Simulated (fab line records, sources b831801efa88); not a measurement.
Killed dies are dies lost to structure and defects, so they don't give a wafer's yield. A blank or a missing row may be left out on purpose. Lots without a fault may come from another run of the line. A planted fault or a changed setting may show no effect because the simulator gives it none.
fab line records | flow sky130
record lots=13 wafers=39 last_day=50
route steps=708 shown METAL1@450 VIA2@527 METAL3@532 PAD_OPEN@708
lots that met no fault: from a run of the same line without faults
start_h: hours from the record's first day to the start of the lot's first wafer shown | wait_h: hours since the lot's step before | " the same as in the row above | L1.1+2: a row that stands for several wafers | - no value, or no start given | * or withheld: withheld | < > ~ a bound
route shown NAME@n: a module of which the file shows steps, and the number in the route of the first | usual: mean/standard deviation of fault-free wafers | same: alike in all rows | chamber/n: place in a boat | sites: the reading at each site | _std_site: their standard deviation | _edge_site: outer sites' mean less inner sites' | radius_mm: how far each site lies from the wafer's centre | mask NAME#n: copy n | behind: the tool/chamber that last shaped the wafer | hold: why the lot was held/for how many hours/how that ended | device: the transistor (n, p or np) that didn't switch | end of line: the same wafers' tests at the end of the route | a step without rows: its recipe alone | killed: dies lost to structure and defects at the first sort, not the wafer's yield | map: a wafer's dies, x killed, . not, _ none there
set.NAME: the setting as run; set.NAME@STEP: as run at that earlier step | model.NAME: the simulator's own value behind a step, which no gauge read
steps of the route over a sample of lots; a table a step, a row a wafer
services: from which hour (start_h, from the record's first day; less than 0 if before it) a tool's chamber was out of use, for how many hours, and why
## steps
# step SKY_METAL1_OVL_MEAS_16
# usual METAL1_OVL=2/6.1
# columns lot.wafer tool chamber start_h wait_h METAL1_OVL[nm]
L910.1 overlay-01 - 754.11 0.1 7
L910.2 " - " " 2
L910.3 " - " " 7
L912.2 overlay-02 - 772.02 0.1 5
L912.3 " - " " 7
L912.6 " - " " 2
L915.2 overlay-01 - 822.69 0.1 -1
L915.4 " - " " -4
L915.6 " - " " 10
L914.4 overlay-02 - 826.28 0.1 -3
L914.5 " - " " 8
L914.6 " - " " 3
L918.3 overlay-02 - 840.93 0.1 -3
L918.4 " - " " 8
L918.5 " - " " -2
L920.3 overlay-01 - 846.41 0.1 10
L920.5 " - " " 1
L920.6 " - " " -4
L926.1 overlay-02 - 886.97 0.1 3
L926.2 " - " " 4
L926.6 " - " " 3
L927.1 overlay-02 - 888.90 0.1 3
L927.3 " - " " 6
L927.5 " - " " 5
L929.1 overlay-02 - 903.26 0.1 -3
L929.3 " - " " 7
L929.4 " - " " -1
L930.1 overlay-01 - 917.66 0.1 -3
L930.2 " - " " -17
L930.6 " - " " -13
L931.1 overlay-01 - 922.43 0.1 8
L931.3 " - " " 10
L931.6 " - " " 2
L932.1 overlay-01 - 926.90 0.1 4
L932.4 " - " " -2
L932.6 " - " " 5
L933.1 overlay-01 - 932.98 0.1 5
L933.2 " - " " -1
L933.3 " - " " 0
# step SKY_VIA2_SPUTTER_20
# recipe material=TiN target_thk_nm=20 chamber_pressure_pa=5 power_w=4000 time_s=80
# usual cathode_dc_power_W=4000.1/0.75 chamber_pressure_pa=4.999/0.012 throttle_valve_pct=29.8/0.99
# columns lot.wafer tool chamber start_h wait_h cathode_dc_power_W chamber_pressure_pa throttle_valve_pct
L910.1 pvd_sputter-02 - 840.36 0.0 4000.6 4.999 31.8
L910.2 " - " " 3999.3 4.990 30.1
L910.3 " - " " 4000.1 4.997 30.1
L912.2 pvd_sputter-02 - 856.95 0.0 4000.5 5.004 31.8
L912.3 " - " " 4001.2 5.011 30.2
L912.6 " - " " 3999.3 5.003 29.6
L915.2 pvd_sputter-02 - 906.05 0.0 3999.5 4.983 31.8
L915.4 " - " " 4000.9 4.999 30.3
L915.6 " - " " 4000.1 4.999 30.1
L914.4 pvd_sputter-01 - 908.95 0.0 3999.4 4.980 29.2
L914.5 " - " " 4001.2 5.004 29.4
L914.6 " - " " 4001.1 4.989 30.4
L918.3 pvd_sputter-02 - 923.92 0.0 3999.9 5.000 29.9
L918.4 " - " " 3999.9 5.014 29.8
L918.5 " - " " 4001.1 4.982 29.7
L920.3 pvd_sputter-02 - 928.40 0.0 4000.5 5.011 30.0
L920.5 " - " " 3999.7 4.983 29.8
L920.6 " - " " 4000.3 5.008 29.9
L926.1 pvd_sputter-02 - 966.84 0.0 4000.1 5.000 29.6
L926.2 " - " " 3999.5 5.008 29.8
L926.6 " - " " 3999.6 4.999 29.6
L927.1 pvd_sputter-04 - 967.93 0.0 4000.5 5.000 29.9
L927.3 " - " " 3999.5 5.031 28.9
L927.5 " - " " 4000.2 5.012 28.9
L929.1 pvd_sputter-04 - 982.12 0.0 3999.5 5.016 29.3
L929.3 " - " " 3999.8 5.006 29.8
L929.4 " - " " 3999.9 4.982 28.9
L930.1 pvd_sputter-01 - 994.92 0.0 4001.1 4.986 29.6
L930.2 " - " " 4001.4 5.008 29.1
L930.6 " - " " 4000.7 4.996 29.0
L931.1 pvd_sputter-01 - 1000.18 0.0 3999.9 5.001 30.2
L931.3 " - " " 4000.2 4.998 29.5
L931.6 " - " " 3999.8 4.987 30.6
L932.1 pvd_sputter-02 - 1002.78 0.0 3999.6 4.991 32.1
L932.4 " - " " 4001.1 4.997 32.0
L932.6 " - " " 3999.6 4.984 30.1
L933.1 pvd_sputter-01 - 1009.87 0.0 3999.6 5.009 30.4
L933.2 " - " " 4000.8 5.005 30.4
L933.3 " - " " 3999.9 4.986 29.0
# step SKY_METAL3_SPUTTER_00
# recipe material=Ti target_thk_nm=15 power_w=3000 time_s=10 chamber_pressure_pa=0.4
# usual cathode_dc_power_W=3000.0/0.58 chamber_pressure_pa=0.4001/0.00066 throttle_valve_pct=29.2/0.94
# columns lot.wafer tool chamber start_h wait_h cathode_dc_power_W chamber_pressure_pa throttle_valve_pct
L910.1 pvd_sputter-04 - 841.03 0.1 3000.4 0.4003 28.9
L910.2 " - " " 2999.8 0.3994 26.9
L910.3 " - " " 2999.4 0.4002 28.8
L912.2 pvd_sputter-04 - 857.62 0.1 3000.1 0.3999 29.5
L912.3 " - " " 3000.3 0.3994 28.9
L912.6 " - " " 2999.9 0.4000 29.7
L915.2 pvd_sputter-01 - 906.72 0.1 2998.4 0.3998 30.5
L915.4 " - " " 2999.9 0.3994 28.9
L915.6 " - " " 2999.9 0.4000 29.2
L914.4 pvd_sputter-04 - 909.64 0.1 3000.6 0.4001 26.8
L914.5 " - " " 3000.2 0.4000 28.8
L914.6 " - " " 3000.9 0.3998 29.0
L918.3 pvd_sputter-03 - 924.59 0.1 - - -
L918.4 " - " " - - -
L918.5 " - " " - - -
L920.3 pvd_sputter-03 - 929.07 0.2 - - -
L920.5 " - " " - - -
L920.6 " - " " - - -
L926.1 pvd_sputter-03 - 967.51 0.2 3000.4 0.4002 29.7
L926.2 " - " " 3000.0 0.4003 30.0
L926.6 " - " " 2999.9 0.4018 30.1
L927.1 pvd_sputter-03 - 968.60 0.1 2998.4 0.4001 29.0
L927.3 " - " " 3001.3 0.3999 30.0
L927.5 " - " " 3000.6 0.3994 29.1
L929.1 pvd_sputter-01 - 982.79 0.1 2999.9 0.3996 29.5
L929.3 " - " " 2999.2 0.4012 30.4
L929.4 " - " " 3000.0 0.4006 30.7
L930.1 pvd_sputter-04 - 995.59 0.1 2999.3 0.4003 26.9
L930.2 " - " " 3000.7 0.4001 29.8
L930.6 " - " " 2999.6 0.4001 28.9
L931.1 pvd_sputter-04 - 1000.85 0.2 3000.1 0.4002 27.1
L931.3 " - " " 3000.6 0.4007 29.6
L931.6 " - " " 2999.5 0.4006 29.7
L932.1 pvd_sputter-01 - 1003.88 0.1 3000.3 0.3995 29.0
L932.4 " - " " 2999.7 0.4002 29.4
L932.6 " - " " 3000.2 0.4008 29.2
L933.1 pvd_sputter-03 - 1010.54 0.1 3000.1 0.3996 29.4
L933.2 " - " " 3000.5 0.3993 28.9
L933.3 " - " " 3000.1 0.4001 30.1
# step SKY_METAL3_CD_MEAS_13
# recipe target_cd_nm=300
# usual cd_nm=299.6/1.6
# columns lot.wafer tool chamber start_h wait_h cd_nm
L910.1 cd_sem-02 - 893.77 - 301.5
L910.2 " - " " 301.8
L910.3 " - " " 300.4
L912.2 cd_sem-02 - 909.48 - 300.8
L912.3 " - " " 301.0
L912.6 " - " " 301.1
L915.2 cd_sem-01 - 956.09 - 297.7
L915.4 " - " " 296.1
L915.6 " - " " 297.9
L914.4 cd_sem-02 - 958.80 - 298.2
L914.5 " - " " 297.9
L914.6 " - " " 298.1
L918.3 cd_sem-02 - 973.60 - 301.0
L918.4 " - " " 299.5
L918.5 " - " " 301.8
L920.3 cd_sem-02 - 978.01 - 300.0
L920.5 " - " " 300.7
L920.6 " - " " 300.1
L926.1 cd_sem-02 - 1015.61 - 299.8
L926.2 " - " " 299.1
L926.6 " - " " 298.8
L927.1 cd_sem-02 - 1016.78 - 297.8
L927.3 " - " " 297.1
L927.5 " - " " 297.8
L929.1 cd_sem-01 - 1029.16 - 300.6
L929.3 " - " " 300.0
L929.4 " - " " 299.5
L930.1 cd_sem-01 - 1041.63 - 302.8
L930.2 " - " " 304.5
L930.6 " - " " 303.6
L931.1 cd_sem-01 - 1047.23 - 300.3
L931.3 " - " " 301.1
L931.6 " - " " 301.9
L932.1 cd_sem-01 - 1049.02 - 301.4
L932.4 " - " " 300.5
L932.6 " - " " 301.8
L933.1 cd_sem-02 - 1055.06 - 298.5
L933.2 " - " " 300.2
L933.3 " - " " 298.2
# step SKY_PAD_OPEN_PROBE_99
# usual defect_limited_yield=82.4/1.9 killed_at_M0_to_M3=44/7.2 killed_at_M4_up=3.2/1.8 killed_at_contacts=24/5.4 killed_at_front_end=15/4 killed_at_other=0.3/0.56 killed_dies=87/9.2 killed_open=47/7.3 killed_short=39/5.7 sort_bin_3_pad_short=0.9/0.45 sort_bin_5_function=10.6/1.5 sort_bin_6_memory=6.2/1.1 sort_n_pass=405/9.2 sort_yield_pct=82.4/1.9
# same gross_dies=492 killed_at_back_side=0 sort_bin_4_leakage[%]=0 sort_bin_8_speed[%]=0
# columns lot.wafer tool chamber start_h wait_h defect_limited_yield[%] killed_at_M0_to_M3 killed_at_M4_up killed_at_contacts killed_at_front_end killed_at_other killed_dies killed_open killed_short sort_bin_3_pad_short[%] sort_bin_5_function[%] sort_bin_6_memory[%] sort_n_pass sort_yield_pct[%]
L926.1 prober-02 - 1167.89 0.1 83.9 36 4 22 16 1 79 41 36 1.4 7.5 7.1 413 83.9
L926.2 prober-02 - 1167.94 0.1 84.1 33 2 30 13 0 78 37 41 0.4 9.3 6.1 414 84.1
L926.6 prober-02 - 1168.14 0.2 80.5 47 10 30 9 0 96 57 39 0.2 13.2 6.1 396 80.5
# killed by level:class
L926.1 VIA1:geometric_particle:open=14 LI_CONTACT:geometric_particle:open=6 VIA3:geometric_particle:short=6 CONTACT:geometric_particle:short=5 CONTACT:geometric_particle:open=5 FIELD_ISO:geometric_particle:open=4 FIELD_ISO:geometric_particle:short=4 METAL2:geometric_particle:short=4
L926.2 CONTACT:geometric_particle:open=8 VIA1:geometric_particle:open=8 CONTACT:geometric_particle:short=8 METAL1:geometric_particle:short=7 LI_CONTACT:geometric_particle:open=6 VIA2:geometric_particle:open=5 LI_CONTACT:geometric_particle:short=4 METAL2:geometric_particle:short=4
L926.6 CONTACT:geometric_particle:open=14 VIA1:geometric_particle:open=12 LI_CONTACT:geometric_particle:open=10 VIA1:geometric_particle:short=8 FIELD_ISO:geometric_particle:short=6 METAL4:geometric_particle:short=5 VIA3:geometric_particle:short=4 VIA3:geometric_particle:open=4
## services
# columns tool chamber start_h hours kind
pvd_sputter-03 - 821.82 2.6 repair
pvd_sputter-01 - 828.51 3.0 repair
pvd_sputter-03 - 831.59 0.9 repair
pvd_sputter-04 - 923.77 2.0 repair
pvd_sputter-01 - 927.30 2.9 repair
pvd_sputter-03 - 930.74 1.1 repair
## key
first_sign step=SKY_METAL3_SPUTTER_00 reading=tool_record direction=missing
effect none on later readings
met_at SKY_METAL3_SPUTTER_00
struck_lots L918,L920
not_acting_at SKY_METAL1_OVL_MEAS_16,SKY_VIA2_SPUTTER_20,SKY_METAL3_CD_MEAS_13
fault kind=skipped_step_whole tool=pvd_sputter-03 chamber=- onset_h=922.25 steps=SKY_METAL3_SPUTTER_00 scope=struck_lots_only
